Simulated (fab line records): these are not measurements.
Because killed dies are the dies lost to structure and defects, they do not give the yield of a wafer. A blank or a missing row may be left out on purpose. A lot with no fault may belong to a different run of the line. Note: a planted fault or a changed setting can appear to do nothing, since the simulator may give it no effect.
Chamber matching :: flow sky130 :: SKY_VIA1_CMP_02 on cmp-02: 4 sister chambers
The step polishes SiO2. 16 wafers are shown with their chamber, then 8 later ones without.

== WAFERS PAIRED WITH THEIR CHAMBERS ==
wafer: L760.4
chamber: 0
motor current A (A): 13.4
edge zone pressure frac: 1.010

wafer: L760.5
chamber: 1
motor current A (A): 13.3
edge zone pressure frac: 1.004

wafer: L760.6
chamber: 2
motor current A (A): 11.2
edge zone pressure frac: 0.998

wafer: L766.1
chamber: 3
motor current A (A): 12.1
edge zone pressure frac: 1.005

wafer: L766.2
chamber: 2
motor current A (A): 10.8
edge zone pressure frac: 1.005

wafer: L766.4
chamber: 0
motor current A (A): 14.0
edge zone pressure frac: 0.999

wafer: L767.1
chamber: 0
motor current A (A): 13.3
edge zone pressure frac: 1.001

wafer: L767.3
chamber: 1
motor current A (A): 12.2
edge zone pressure frac: 1.001

wafer: L767.6
chamber: 1
motor current A (A): 12.4
edge zone pressure frac: 1.004

wafer: L771.1
chamber: 1
motor current A (A): 12.9
edge zone pressure frac: 1.008

wafer: L771.2
chamber: 2
motor current A (A): 11.1
edge zone pressure frac: 0.998

wafer: L771.5
chamber: 0
motor current A (A): 13.1
edge zone pressure frac: 0.998

wafer: L774.2
chamber: 2
motor current A (A): 11.2
edge zone pressure frac: 1.000

wafer: L774.4
chamber: 1
motor current A (A): 12.4
edge zone pressure frac: 0.995

wafer: L774.5
chamber: 1
motor current A (A): 12.8
edge zone pressure frac: 1.000

wafer: L778.1
chamber: 2
motor current A (A): 11.4
edge zone pressure frac: 1.002

SIGNATURES, as means of the wafers listed above
reading: motor current A
chamber 0: 13.450
chamber 1: 12.667
chamber 2: 11.140
chamber 3: 12.100
scatter within a chamber: 0.351

reading: edge zone pressure frac
chamber 0: 1.00200
chamber 1: 1.00200
chamber 2: 1.00060
chamber 3: 1.00500
scatter within a chamber: 0.00431
Rule: distance of a wafer from a chamber = root of the sum over the readings of ((wafer's reading minus chamber's mean) / reading's scatter) squared. The wafer belongs to the nearest chamber; if the next one is less than 2 further off, it can't be placed. How the scatter is found: for the shown wafers, subtract from each reading the mean of its chamber, square and add these, divide the total by (wafers less chambers), then take the root.

== WAFERS WITHOUT THEIR CHAMBER ==
wafer: L778.2
motor current A (A): 12.3
edge zone pressure frac: 0.998

wafer: L778.5
motor current A (A): 11.3
edge zone pressure frac: 0.996

wafer: L779.1
motor current A (A): 11.6
edge zone pressure frac: 1.005

wafer: L779.3
motor current A (A): 12.8
edge zone pressure frac: 1.004

wafer: L779.4
motor current A (A): 13.0
edge zone pressure frac: 0.986

wafer: L780.2
motor current A (A): 13.0
edge zone pressure frac: 1.001

wafer: L780.3
motor current A (A): 13.1
edge zone pressure frac: 1.001

wafer: L780.5
motor current A (A): 13.4
edge zone pressure frac: 1.005

== THE CHAMBER EACH PASSED THROUGH ==
wafer: L778.2
from the rows above: can't be placed: 1 or 3 or 2
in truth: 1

wafer: L778.5
from the rows above: can't be placed: 2 or 3
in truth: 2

wafer: L779.1
from the rows above: can't be placed: 3 or 2 or 1
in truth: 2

wafer: L779.3
from the rows above: can't be placed: 1 or 0 or 3
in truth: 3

wafer: L779.4
from the rows above: can't be placed: 1 or 0 or 3
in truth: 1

wafer: L780.2
from the rows above: can't be placed: 1 or 0 or 3
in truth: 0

wafer: L780.3
from the rows above: can't be placed: 0 or 1 or 3
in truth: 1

wafer: L780.5
from the rows above: can't be placed: 0 or 1
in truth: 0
Correctly placed: 0 of 8. These rows do not allow placing 8 (true chamber among the candidates in 8). Placed wrongly: 0.
